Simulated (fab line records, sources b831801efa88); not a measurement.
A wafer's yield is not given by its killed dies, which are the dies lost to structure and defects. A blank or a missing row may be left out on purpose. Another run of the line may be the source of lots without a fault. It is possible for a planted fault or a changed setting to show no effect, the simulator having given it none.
fab line records    flow sky130    part 1 of 2: steps 1 to 27 of 36
record lots=5  wafers=15  lastDay=50
route steps=708 shown METAL1@452 VIA1@458 METAL2@483
lots that met no fault: from a run of the same line without faults
startH: hours from the record's first day to the start of the lot's first wafer shown    waitH: hours from the lot's prior step to this one    " as in the row above    L1.1+2: several wafers, shown together as one row    - no value, or no start was given    * or withheld: withheld    < > ~ a bound
route shown NAME@n: names a module that has steps shown in the file, with the first one's number in the route    usual: average and standard deviation across the fault-free wafers    same: alike in all rows    chamber/n: place in a boat    sites: each site's reading    _std_site: standard deviation across them    _edge_site: outer sites' mean less inner sites'    radiusMm: how far each site lies from the wafer's centre    mask NAME#n: copy n    behind: the tool/chamber that last shaped the wafer    hold: reason for holding the lot/hours on hold/outcome of the hold    device: whichever transistor did not switch (one of n, p or np)    end of line: tests run on the same wafers once the route is complete    a step with no rows: only its recipe    killed: count of dies lost to structure and defects at first sort (not the wafer's yield)    map: per-die view of a wafer (x killed, . not killed, _ where there is no die)
set.NAME: the setting that was run; set.NAME@STEP: the one run at that earlier step    model.NAME: the simulator's own value behind a step, which no gauge read
lots seen at some steps along the route; tables by step, rows by wafer
services: a tool's chamber out of use, with start hour (startH, from the record's first day; less than 0 if before it), hours out, and reason
## steps
# step SKY_METAL1_ETCH_18
# recipe chemistry=N2/H2  target=BARC  ionEnergyEv=200  biasW=100  pressureMtorr=30  n2FlowSccm=100  h2FlowSccm=200  icpW=500  stopOn=SiO2  timeS=45.9  targetDepthA=600
# usual drypumpMotorCurrentA=5.89/0.28  oesProductAu=0.855/0.0048  throttleValvePct=13.227/0.01
lot.wafer  tool         chamber  startH  waitH  drypumpMotorCurrentA  oesProductAu  rfHoursCounterH  throttleValvePct
L078.1     rieMetal-04  1        799.79  0.0    5.59                  0.854         6                13.227
L078.4     "            0        "       "      6.08                  0.854         -                13.233
L078.5     "            0        "       "      6.12                  0.855         -                13.238
L086.2     rieMetal-02  0        863.65  0.0    5.42                  0.852         7                13.235
L086.4     "            0        "       "      5.40                  0.852         -                13.219
L086.6     "            1        "       "      6.16                  0.853         -                13.219
L089.3     rieMetal-03  0        890.82  0.0    5.70                  0.862         -                13.219
L089.4     "            1        "       "      6.10                  0.864         -                13.226
L089.6     "            1        "       "      6.09                  0.857         -                13.221
L091.1     rieMetal-04  1        901.94  0.0    5.58                  0.850         10               13.218
L091.3     "            1        "       "      5.57                  0.856         -                13.244
L091.4     "            0        "       "      6.11                  0.850         -                13.221
L095.1     rieMetal-02  1        930.85  0.0    6.15                  0.853         6                13.242
L095.3     "            1        "       "      6.16                  0.859         -                13.237
L095.5     "            1        "       "      6.15                  0.851         -                13.220
# step SKY_METAL1_METAL_ETCH_19
# recipe targetDepthA=3600  stopOn=SiO2  overEtchFrac=0.3  timeS=78  chemistry=Cl2/BCl3  resistSidewallDeg=88  pressureMtorr=10  icpW=900  biasW=48.5  Cl2_flow_sccm=60  bcl3FlowSccm=30
# usual drypumpMotorCurrentA=5.88/0.28  mfcCl2Sccm=60.02/0.17  oesProductAu=0.856/0.0063  throttleValvePct=22.264/0.01
lot.wafer  tool         chamber  startH  waitH  drypumpMotorCurrentA  mfcCl2Sccm  oesProductAu  rfHoursCounterH  throttleValvePct
L078.1     rieMetal-04  1        799.85  0.0    5.59                  60.24       0.850         6                22.258
L078.4     "            0        "       "      6.06                  59.97       0.852         -                22.264
L078.5     "            0        "       "      6.10                  59.86       0.851         -                22.273
L086.2     rieMetal-02  0        863.71  0.0    5.43                  60.36       0.858         7                22.246
L086.4     "            0        "       "      5.40                  59.87       0.852         -                22.270
L086.6     "            1        "       "      6.14                  60.04       0.858         -                22.277
L089.3     rieMetal-03  0        890.90  0.1    5.68                  60.18       0.842         -                22.277
L089.4     "            1        "       "      6.17                  60.06       0.846         -                22.254
L089.6     "            1        "       "      6.19                  59.92       0.856         -                22.275
L091.1     rieMetal-04  1        902.00  0.0    5.59                  60.03       0.861         10               22.272
L091.3     "            1        "       "      5.60                  59.85       0.862         -                22.255
L091.4     "            0        "       "      6.11                  59.93       0.869         -                22.270
L095.1     rieMetal-02  1        930.92  0.0    6.14                  60.11       0.856         6                22.268
L095.3     "            1        "       "      6.13                  60.13       0.855         -                22.264
L095.5     "            1        "       "      6.16                  60.10       0.858         -                22.273
# step SKY_METAL1_STRIP_20
# recipe chemistry=O2/N2  powerW=1400  pressureMtorr=1500  platenTempC=withheld  o2FlowSccm=3000  n2FlowSccm=300  overashFraction=0.5
# usual drypumpMotorCurrentA=5.6/0.46  o2FlowSccm=3001/8.4  oesProductAu=0.343/0.005  stripTimeToEndpointS=2.69/0.07
lot.wafer  tool            chamber  startH  waitH  drypumpMotorCurrentA  o2FlowSccm  oesProductAu  rfHoursCounterH  stripTimeToEndpointS
L078.1     plasmaAsher-02  1        799.94  0.1    4.9                   3005        0.347         38               2.68
L078.4     "               0        "       "      5.9                   3010        0.351         -                2.81
L078.5     "               0        "       "      5.8                   3005        0.347         -                2.80
L086.2     plasmaAsher-01  0        863.80  0.1    6.2                   3004        0.344         78               2.70
L086.4     "               0        "       "      6.3                   2995        0.341         -                2.71
L086.6     "               1        "       "      5.4                   3003        0.339         -                2.68
L089.3     plasmaAsher-02  0        890.99  0.1    5.9                   3008        0.342         -                2.69
L089.4     "               1        "       "      4.9                   3002        0.346         -                2.66
L089.6     "               1        "       "      4.9                   2993        0.342         -                2.60
L091.1     plasmaAsher-01  1        902.09  0.1    5.4                   3004        0.342         81               2.77
L091.3     "               1        "       "      5.5                   3008        0.344         -                2.74
L091.4     "               0        "       "      6.3                   3002        0.337         -                2.82
L095.1     plasmaAsher-01  0        931.01  0.1    6.3                   3014        0.335         84               2.65
L095.3     "               0        "       "      6.3                   2993        0.349         -                2.71
L095.5     "               1        "       "      5.4                   3005        0.339         -                2.67
# step SKY_METAL1_STRIP_21
# recipe chemistry=postEtchResidueRemover  timeS=1200  tempC=72.5
# usual tempC=72.51/0.12
lot.wafer  tool         chamber  startH  waitH  tempC
L078.1     wetBench-03  1        800.04  0.1    72.60
L078.4     "            1        "       "      72.51
L078.5     "            1        "       "      72.56
L086.2     wetBench-03  1        863.90  0.1    72.58
L086.4     "            1        "       "      72.60
L086.6     "            1        "       "      72.61
L089.3     wetBench-02  1        891.06  0.0    72.64
L089.4     "            1        "       "      72.53
L089.6     "            1        "       "      72.63
L091.1     wetBench-03  3        902.19  0.1    72.36
L091.3     "            3        "       "      72.25
L091.4     "            3        "       "      72.42
L095.1     wetBench-01  0        931.11  0.1    72.58
L095.3     "            0        "       "      72.41
L095.5     "            0        "       "      72.48
# step SKY_METAL1_CLEAN_22
# recipe chemistry=IPA  timeS=180  tempC=25
# usual tempC=25.00/0.12
lot.wafer  tool         chamber  startH  waitH  tempC
L078.1     wetBench-01  1        800.72  0.0    24.99
L078.4     "            1        "       "      24.99
L078.5     "            1        "       "      25.05
L086.2     wetBench-01  3        864.25  0.0    24.86
L086.4     "            3        "       "      24.95
L086.6     "            3        "       "      24.98
L089.3     wetBench-03  2        891.40  0.0    25.05
L089.4     "            2        "       "      24.92
L089.6     "            2        "       "      25.02
L091.1     wetBench-02  1        902.53  0.0    25.00
L091.3     "            1        "       "      25.02
L091.4     "            1        "       "      24.97
L095.1     wetBench-02  2        931.48  0.0    25.17
L095.3     "            2        "       "      24.95
L095.5     "            2        "       "      25.05
# step SKY_METAL1_CLEAN_23
# recipe chemistry=O3/DIW  dry=n2Spin
lot.wafer   tool         chamber  startH  waitH
L078.1+4+5  wetBench-02  1        800.78  0.0
L086.2+4+6  wetBench-03  3        864.31  0.0
L089.3+4+6  wetBench-01  1        891.46  0.0
L091.1+3+4  wetBench-01  1        902.59  0.0
L095.1+3+5  wetBench-03  3        931.54  0.0
# step SKY_VIA1_HDPCVD_00
# recipe material=SiO2  targetThkNm=1030  sigmaOpenFrac=0.3  timeS=171.7  tempC=400  sih4FlowSccm=60  pressureMtorr=6
lot.wafer   tool       chamber  startH  waitH
L078.1+4+5  hdpcvd-02  1,1,0    800.98  0.0
L086.2+4+6  hdpcvd-01  2,2,0    864.40  0.0
L089.3+4+6  hdpcvd-01  1,1,0    891.55  0.0
L091.1+3+4  hdpcvd-02  2,0,0    902.68  0.0
L095.1+3+5  hdpcvd-01  2,1,2    931.63  0.0
# step SKY_VIA1_THK_MEAS_01
# recipe reads=SiO2_of_VIA1_HDPCVD_00
# usual VIA1_HDPCVD_THK=1029/12
lot.wafer  tool          chamber  startH  waitH  VIA1_HDPCVD_THK[nm]
L078.1     filmMetro-02  -        801.09  0.1    1044
L078.4     "             -        "       "      1057
L078.5     "             -        "       "      1051
L086.2     filmMetro-02  -        864.52  0.1    1021
L086.4     "             -        "       "      1032
L086.6     "             -        "       "      1019
L089.3     filmMetro-02  -        891.68  0.1    1019
L089.4     "             -        "       "      1024
L089.6     "             -        "       "      1013
L091.1     filmMetro-03  -        902.79  0.1    1009
L091.3     "             -        "       "      1019
L091.4     "             -        "       "      1018
L095.1     filmMetro-01  -        931.75  0.1    1034
L095.3     "             -        "       "      1025
L095.5     "             -        "       "      1035
# step SKY_VIA1_CMP_02
# recipe material=SiO2  downForcePsi=4  platenRpm=60  padVelocityMS=0.94248
# usual edgeZonePressureFrac=1.000/0.0054  motorCurrentA=11.9/1.5
lot.wafer  tool    chamber  startH  waitH  edgeZonePressureFrac  motorCurrentA
L078.1     cmp-01  2        801.20  0.1    1.006                 13.9
L078.4     "       0        "       "      1.000                 13.7
L078.5     "       2        "       "      0.991                 13.5
L086.2     cmp-01  3        864.57  0.0    1.004                 13.4
L086.4     "       2        "       "      0.998                 13.6
L086.6     "       3        "       "      1.002                 13.6
L089.4     cmp-02  1        891.82  0.1    0.996                 10.5
L089.3     "       2        "       "      0.993                 11.0
L089.6     "       3        "       "      0.998                 12.9
L091.1     cmp-01  0        902.90  0.1    1.003                 12.4
L091.4     "       1        "       "      1.004                 12.4
L091.3     "       2        "       "      0.999                 13.7
L095.3     cmp-02  1        931.86  0.1    0.996                 10.2
L095.1     "       3        "       "      1.004                 12.0
L095.5     "       0        "       "      0.999                 9.5
# step SKY_VIA1_BOW_MEAS_03
# recipe mode=bow
# usual VIA1_BOW=81/7.5
lot.wafer  tool          chamber  startH  waitH  VIA1_BOW[um]
L078.1     filmMetro-02  -        801.45  0.2    82
L078.4     "             -        "       "      80
L078.5     "             -        "       "      76
L086.2     filmMetro-03  -        864.89  0.3    77
L086.4     "             -        "       "      81
L086.6     "             -        "       "      85
L089.3     filmMetro-03  -        892.06  0.1    75
L089.4     "             -        "       "      82
L089.6     "             -        "       "      85
L091.1     filmMetro-03  -        903.15  0.2    72
L091.3     "             -        "       "      88
L091.4     "             -        "       "      74
L095.1     filmMetro-03  -        932.11  0.1    65
L095.3     "             -        "       "      87
L095.5     "             -        "       "      93
# step SKY_VIA1_DEHYDRATE_04
# recipe tempC=200  timeS=60
lot.wafer   tool           chamber  startH  waitH
L078.1+4+5  lithoTrack-03  0        813.92  12.4
L086.2+4+6  lithoTrack-01  0        877.99  13.1
L089.3+4+6  lithoTrack-02  0        904.56  12.5
L091.1+3+4  lithoTrack-02  0        915.01  11.8
L095.1+3+5  lithoTrack-02  0        944.11  12.0
# step SKY_VIA1_HMDS_05
# recipe primeTimeS=60  primeTempC=120
# same primeTimeS=60
lot.wafer   tool           chamber  startH  waitH
L078.1+4+5  lithoTrack-03  0        814.07  0.1
L086.2+4+6  lithoTrack-01  0        878.14  0.1
L089.3+4+6  lithoTrack-02  0        904.71  0.1
L091.1+3+4  lithoTrack-02  0        915.16  0.1
L095.1+3+5  lithoTrack-02  0        944.26  0.1
# step SKY_VIA1_COAT_06
# recipe resist=BARC  tempC=withheld  timeS=withheld  spinRpm=3000  resistThkNm=60
lot.wafer   tool           chamber  startH  waitH
L078.1+4+5  lithoTrack-03  0        814.22  0.1
L086.2+4+6  lithoTrack-01  0        878.29  0.1
L089.3+4+6  lithoTrack-02  0        904.86  0.1
L091.1+3+4  lithoTrack-02  0        915.31  0.1
L095.1+3+5  lithoTrack-02  0        944.41  0.1
# step SKY_VIA1_COAT_07
# recipe resist=KrF-thick  spinRpm=3000  resistThkNm=450
lot.wafer   tool           chamber  startH  waitH
L078.1+4+5  lithoTrack-03  0        -       -
L086.2+4+6  lithoTrack-01  0        -       -
L089.3+4+6  lithoTrack-02  0        -       -
L091.1+3+4  lithoTrack-02  0        -       -
L095.1+3+5  lithoTrack-02  0        -       -
# step SKY_VIA1_SOFTBAKE_08
# recipe tempC=100  timeS=90  resist=KrF-thick
lot.wafer   tool           chamber  startH  waitH
L078.1+4+5  lithoTrack-03  0        -       -
L086.2+4+6  lithoTrack-01  0        -       -
L089.3+4+6  lithoTrack-02  0        -       -
L091.1+3+4  lithoTrack-02  0        -       -
L095.1+3+5  lithoTrack-02  0        -       -
# step SKY_VIA1_EXPOSE_09
# recipe maskId=VIM  na=0.8  sourceShape=annular  sigmaInner=0.55  sigmaOuter=0.85  targetCdNm=150  doseMj=38
lot.wafer   tool           chamber  startH  waitH  mask
L078.1+4+5  krfScanner-01  0        -       -      VIM#0
L086.2+4+6  krfScanner-01  0        -       -      VIM#0
L089.3+4+6  krfScanner-02  0        -       -      VIM#0
L091.1+3+4  krfScanner-01  0        -       -      VIM#0
L095.1+3+5  krfScanner-02  0        -       -      VIM#0
# step SKY_VIA1_PEB_10
# recipe pebTempC=withheld  pebTimeS=withheld  resist=KrF-thick
lot.wafer   tool           chamber  startH  waitH
L078.1+4+5  lithoTrack-01  0        -       -
L086.2+4+6  lithoTrack-01  0        -       -
L089.3+4+6  lithoTrack-03  0        -       -
L091.1+3+4  lithoTrack-01  0        -       -
L095.1+3+5  lithoTrack-03  0        -       -
# step SKY_VIA1_DEVELOP_11
# recipe developTimeS=60  resist=KrF-thick  devTempC=21.45
# usual developerTempC=21.46/0.1
# same developTimeS=60
lot.wafer  tool           chamber  startH  waitH  developerTempC
L078.1     lithoTrack-01  0        -       -      21.40
L078.4     "              0        "       "      21.26
L078.5     "              0        "       "      21.45
L086.2     lithoTrack-01  0        -       -      21.35
L086.4     "              0        "       "      21.30
L086.6     "              0        "       "      21.35
L089.3     lithoTrack-03  0        -       -      21.48
L089.4     "              0        "       "      21.45
L089.6     "              0        "       "      21.50
L091.1     lithoTrack-01  0        -       -      21.54
L091.3     "              0        "       "      21.62
L091.4     "              0        "       "      21.44
L095.1     lithoTrack-03  0        -       -      21.48
L095.3     "              0        "       "      21.35
L095.5     "              0        "       "      21.57
# step SKY_VIA1_CD_MEAS_12
# recipe targetCdNm=150
# usual cdNm=150.5/1.8
lot.wafer  tool      chamber  startH  waitH  cdNm
L078.1     cdSem-02  -        827.86  -      149.5
L078.4     "         -        "       "      151.1
L078.5     "         -        "       "      152.6
L086.2     cdSem-01  -        891.18  -      152.4
L086.4     "         -        "       "      151.4
L086.6     "         -        "       "      150.2
L089.3     cdSem-01  -        917.76  -      151.3
L089.4     "         -        "       "      152.1
L089.6     "         -        "       "      152.0
L091.1     cdSem-02  -        927.81  -      149.1
L091.3     "         -        "       "      149.5
L091.4     "         -        "       "      148.5
L095.1     cdSem-02  -        957.47  -      153.6
L095.3     "         -        "       "      153.5
L095.5     "         -        "       "      153.7
# step SKY_VIA1_OVL_MEAS_13
# usual VIA1_OVL=-1/5.1
lot.wafer  tool        chamber  startH  waitH  VIA1_OVL[nm]
L078.1     overlay-02  -        827.98  0.1    1
L078.4     "           -        "       "      -3
L078.5     "           -        "       "      0
L086.2     overlay-02  -        891.29  0.1    2
L086.4     "           -        "       "      3
L086.6     "           -        "       "      6
L089.3     overlay-02  -        917.85  0.1    3
L089.4     "           -        "       "      -4
L089.6     "           -        "       "      -9
L091.1     overlay-01  -        927.93  0.1    -2
L091.3     "           -        "       "      -4
L091.4     "           -        "       "      -6
L095.1     overlay-01  -        957.59  0.1    -1
L095.3     "           -        "       "      0
L095.5     "           -        "       "      -3
# step SKY_VIA1_ETCH_14
# recipe chemistry=N2/H2  target=BARC  ionEnergyEv=200  sourceW=500  biasW=100  pressureMtorr=30  n2FlowSccm=100  h2FlowSccm=200  stopOn=SiO2  timeS=45.9  targetDepthA=600
# usual drypumpMotorCurrentA=5.5/0.45  oesProductAu=0.854/0.0044  throttleValvePct=13.225/0.0095
lot.wafer  tool        chamber  startH  waitH  drypumpMotorCurrentA  oesProductAu  rfHoursCounterH  throttleValvePct
L078.1     rieDiel-01  3        828.02  0.0    5.5                   0.858         1                13.227
L078.4     "           1        "       "      5.5                   0.857         1                13.227
L078.5     "           3        "       "      5.5                   0.856         -                13.222
L086.2     rieDiel-03  2        891.32  0.0    5.9                   0.858         25               13.222
L086.4     "           1        "       "      5.0                   0.860         14               13.222
L086.6     "           3        "       "      5.6                   0.850         -                13.214
L089.3     rieDiel-01  2        917.87  0.0    6.3                   0.848         6                13.218
L089.4     "           3        "       "      5.5                   0.860         2                13.220
L089.6     "           1        "       "      5.5                   0.854         -                13.242
L091.1     rieDiel-03  2        927.97  0.0    5.9                   0.850         27               13.215
L091.3     "           1        "       "      5.0                   0.859         15               13.226
L091.4     "           0        "       "      5.0                   0.860         21               13.227
L095.1     rieDiel-03  1        957.63  0.0    5.0                   0.852         16               13.223
L095.3     "           3        "       "      5.6                   0.854         9                13.226
L095.5     "           1        "       "      5.0                   0.854         -                13.225
# step SKY_VIA1_ETCH_15
# recipe target=SiO2  chemistry=C4F8/O2/Ar  targetDepthNm=351  stopOn=TiN  maskMaterial=KrF-thick  sourceW=1500  biasW=1200  pressureMtorr=40  c4f8FlowSccm=withheld  O2_flow_sccm=6  Ar_flow_sccm=300  timeS=54
# usual oesProductAu=0.982/0.0055
lot.wafer  tool        chamber  startH  waitH  oesProductAu  rfHoursCounterH
L078.1     rieDiel-01  3        828.06  0.0    0.987         1
L078.4     "           1        "       "      0.987         1
L078.5     "           3        "       "      0.989         -
L086.2     rieDiel-03  2        891.36  0.0    0.986         25
L086.4     "           1        "       "      0.978         14
L086.6     "           3        "       "      0.983         -
L089.3     rieDiel-01  2        917.92  0.0    0.984         6
L089.4     "           3        "       "      0.987         2
L089.6     "           1        "       "      0.971         -
L091.1     rieDiel-03  2        928.01  0.0    0.977         27
L091.3     "           1        "       "      0.980         15
L091.4     "           0        "       "      0.980         21
L095.1     rieDiel-03  1        957.67  0.0    0.977         16
L095.3     "           3        "       "      0.984         9
L095.5     "           1        "       "      0.975         -
# step SKY_VIA1_STRIP_16
# recipe chemistry=O2/N2  powerW=1400  pressureMtorr=1500  platenTempC=withheld  o2FlowSccm=3000  n2FlowSccm=300  overashFraction=0.5
# usual drypumpMotorCurrentA=5.7/0.44  o2FlowSccm=3000/8.1  oesProductAu=0.416/0.0052  stripTimeToEndpointS=4.454/0.022
lot.wafer  tool            chamber  startH  waitH  drypumpMotorCurrentA  o2FlowSccm  oesProductAu  rfHoursCounterH  stripTimeToEndpointS
L078.1     plasmaAsher-02  1        828.11  0.0    4.9                   2998        0.415         41               4.414
L078.4     "               1        "       "      4.9                   2996        0.418         -                4.477
L078.5     "               1        "       "      4.9                   3004        0.411         -                4.414
L086.2     plasmaAsher-04  1        891.41  0.0    6.0                   2999        0.406         13               4.457
L086.4     "               0        "       "      6.1                   3004        0.414         -                4.458
L086.6     "               0        "       "      6.1                   3012        0.417         -                4.430
L089.3     plasmaAsher-03  1        918.00  0.1    6.0                   3000        0.411         -                4.482
L089.4     "               0        "       "      5.6                   2994        0.415         -                4.431
L089.6     "               1        "       "      6.0                   2997        0.424         -                4.458
L091.1     plasmaAsher-02  1        928.06  0.0    4.9                   3009        0.422         52               4.476
L091.3     "               0        "       "      5.8                   3007        0.411         -                4.485
L091.4     "               1        "       "      4.9                   3010        0.418         -                4.448
L095.1     plasmaAsher-02  1        957.71  0.0    4.9                   3019        0.420         55               4.497
L095.3     "               1        "       "      4.9                   3005        0.418         -                4.446
L095.5     "               1        "       "      4.9                   3010        0.417         -                4.479
# step SKY_VIA1_STRIP_17
# recipe chemistry=postEtchResidueRemover  timeS=1200  tempC=72.5
# usual tempC=72.48/0.11
lot.wafer  tool         chamber  startH  waitH  tempC
L078.1     wetBench-01  3        828.21  0.1    72.32
L078.4     "            3        "       "      72.32
L078.5     "            3        "       "      72.34
L086.2     wetBench-04  2        891.51  0.1    72.21
L086.4     "            2        "       "      72.32
L086.6     "            2        "       "      72.35
L089.3     wetBench-01  1        918.06  0.0    72.67
L089.4     "            1        "       "      72.58
L089.6     "            1        "       "      72.74
L091.1     wetBench-01  3        928.16  0.1    72.52
L091.3     "            3        "       "      72.56
L091.4     "            3        "       "      72.71
L095.1     wetBench-01  2        957.81  0.1    72.42
L095.3     "            2        "       "      72.60
L095.5     "            2        "       "      72.58
# step SKY_VIA1_CLEAN_18
# recipe chemistry=IPA  timeS=180  tempC=25
# usual tempC=25.01/0.11
lot.wafer  tool         chamber  startH  waitH  tempC
L078.1     wetBench-04  3        828.58  0.0    25.06
L078.4     "            3        "       "      25.03
L078.5     "            3        "       "      25.03
L086.2     wetBench-03  1        891.88  0.0    25.07
L086.4     "            1        "       "      25.23
L086.6     "            1        "       "      24.95
L089.3     wetBench-04  0        918.44  0.0    25.03
L089.4     "            0        "       "      25.04
L089.6     "            0        "       "      24.93
L091.1     wetBench-03  2        928.53  0.0    25.01
L091.3     "            2        "       "      25.16
L091.4     "            2        "       "      25.09
L095.1     wetBench-04  3        958.26  0.0    24.99
L095.3     "            3        "       "      25.10
L095.5     "            3        "       "      25.08
# step SKY_VIA1_CLEAN_19
# recipe chemistry=O3/DIW  dry=n2Spin
lot.wafer   tool         chamber  startH  waitH
L078.1+4+5  wetBench-03  2        828.64  0.0
L086.2+4+6  wetBench-01  2        891.94  0.0
L089.3+4+6  wetBench-01  0        918.49  0.0
L091.1+3+4  wetBench-04  0        928.59  0.0
L095.1+3+5  wetBench-01  3        958.32  0.0
# step SKY_VIA1_SPUTTER_20
# recipe material=TiN  targetThkNm=20  chamberPressurePa=5  powerW=4000  timeS=80
# usual throttleValvePct=29.9/1.1
lot.wafer  tool           chamber  startH  waitH  throttleValvePct
L078.1     pvdSputter-01  -        828.73  0.0    31.6
L078.4     "              -        "       "      28.2
L078.5     "              -        "       "      28.9
L086.2     pvdSputter-04  -        892.03  0.0    29.2
L086.4     "              -        "       "      31.6
L086.6     "              -        "       "      29.3
L089.3     pvdSputter-04  -        918.59  0.0    32.0
L089.4     "              -        "       "      29.7
L089.6     "              -        "       "      31.7
L091.1     pvdSputter-01  -        928.68  0.0    29.2
L091.3     "              -        "       "      28.2
L091.4     "              -        "       "      31.6
L095.1     pvdSputter-04  -        958.43  0.0    31.8
L095.3     "              -        "       "      29.3
L095.5     "              -        "       "      30.7
